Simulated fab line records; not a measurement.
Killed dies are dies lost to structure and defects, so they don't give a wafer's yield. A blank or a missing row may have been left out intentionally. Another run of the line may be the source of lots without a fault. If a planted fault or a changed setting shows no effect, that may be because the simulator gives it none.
Struck lot and sound lot, side by side + flow gf180mcu + 16 steps out of a route of 602
Sound: these wafers, L174.3, L174.4, L174.6. Struck: wafer L170.4 (L170.3, L170.5, from the same lot, were not struck and are left out); the cause is given at the end.
Order at every step that has rows: each side's tool, ch and its chambers, its first start. Under that, the readings that differ: sound wafers + struck wafers + difference of the means + sigmas: that difference in standard deviations of wafers without a fault.
alike: a reading whose means differ by less than 2 such deviations, as well as words and numbers matching on both sides. not compared: withheld readings; readings where some wafer has no value; bounds like >300 that might hide an equal value; numbers whose values overlap and for which the record gives no deviation.
Wherever a step has rows on one side only, a row that says differs or no value, or a row with sigmas, the two part there. Numbers that have no deviation but don't overlap get no sigmas and don't part them. A reading that every wafer of one side lacks parts them only if that side has two wafers or more.

first, 3 steps without rows for these wafers: GF_V1_EXPOSE_11 (exposes mask Via1, target cd 260 nm); GF_V1_PEB_12 (peb time 90 s); GF_V1_DEVELOP_13 (develop time 60 s).
GF_V1_CD_MEAS_14: the cd target is 260 nm.
  struck on cd sem-02, day 22 05:01; sound on cd sem-02, day 23 15:11
  alike: cd nm
GF_V1_OVL_MEAS_15:
  struck on overlay-01, day 22 05:07; sound on overlay-01, day 23 15:17
  alike: V1_OVL
GF_V1_ETCH_16: etches BARC in N2/H2.
  sound on rie diel-03 ch 0,1,3, day 23 15:18; struck on rie diel-03 ch 0, day 22 05:08
| reading                | sound                | struck | difference | sigmas |
|------------------------|----------------------|--------|------------|--------|
| throttle valve pct (%) | 13.227 13.223 13.242 | 13.207 | -0.024     | -3     |
  alike: bias w, drypump motor current A, oes product au
GF_V1_ETCH_17: etches SiO2 in C4F8/O2/Ar, stops on TiN, target depth 630 nm.
  sound on rie diel-03 ch 0,1,3; struck on rie diel-03 ch 0
| reading               | sound             | struck | difference | sigmas |
|-----------------------|-------------------|--------|------------|--------|
| oes product au (a.u.) | 0.848 0.850 0.863 | 0.863  | +0.009     | +2     |
  alike: bias w
GF_V1_STRIP_18: strips in O2/N2.
  sound on plasma asher-04 ch 0,1, day 23 15:28; struck on plasma asher-01 ch 0, day 22 05:18
| reading               | sound             | struck | difference | sigmas |
|-----------------------|-------------------|--------|------------|--------|
| oes product au (a.u.) | 0.601 0.593 0.590 | 0.584  | -0.011     | -2     |
  alike: drypump motor current A, heater power w
  not compared: rf hours counter h
then, 3 steps without rows for these wafers: GF_V1_STRIP_19 (strips in post etch residue remover, time 1200 s); GF_V1_CLEAN_20 (cleans in DIW); GF_V1_SPUTTER_21 (material Ti, target thk 15 nm, time 80.02 s).
GF_V1_SPUTTER_22: material TiN, target thk 10 nm, time 40 s.
  struck on pvd sputter-01, day 22 05:59; sound on pvd sputter-02, day 23 16:02
  alike: throttle valve pct
GF_V1_CVD_23: deposits W, target thk 350 nm, time 105.05 s.
  sound on cvd w-02 ch 0,1, day 23 16:07; struck on cvd w-01 ch 1, day 22 06:05
| reading                          | sound           | struck | difference | sigmas |
|----------------------------------|-----------------|--------|------------|--------|
| model.W_of_V1_CVD_23.thk nm (nm) | 350.4 352 351.9 | 327    | -24        |        |
  alike: heater power w
GF_V1_RS_MEAS_24: uses a four-point probe to measure.
  struck on film metro-04, day 22 06:17; sound on film metro-02, day 23 16:14
| reading          | sound                | struck | difference | sigmas |
|------------------|----------------------|--------|------------|--------|
| V1_W_RS (ohm/sq) | 0.3272 0.3252 0.3250 | 0.3501 | +0.0243    | +8     |
GF_V1_THK_MEAS_25: measures by xrf.
  struck on film metro-04, day 22 06:23; sound on film metro-02, day 23 16:20
| reading       | sound       | struck | difference | sigmas |
|---------------|-------------|--------|------------|--------|
| V1_W_THK (nm) | 344 347 347 | 325    | -21        | -6     |
GF_V1_CMP_26: polishes, stops on SiO2, t overpolish 15 s, target thk 0 nm.
  sound on cmp-01 ch 1,2,3, day 23 16:59; struck on cmp-01 ch 2, day 22 06:31
| reading                | sound          | struck | difference | sigmas |
|------------------------|----------------|--------|------------|--------|
| time to endpoint s (s) | 85.1 90.9 82.6 | 77.1   | -9.1       | -3     |
  alike: motor current A, overpolish run s

WHERE THEY PART
Earliest at GF_V1_ETCH_16; latest, in this record, at GF_V1_CMP_26.

WHY: whatever the simulator had introduced
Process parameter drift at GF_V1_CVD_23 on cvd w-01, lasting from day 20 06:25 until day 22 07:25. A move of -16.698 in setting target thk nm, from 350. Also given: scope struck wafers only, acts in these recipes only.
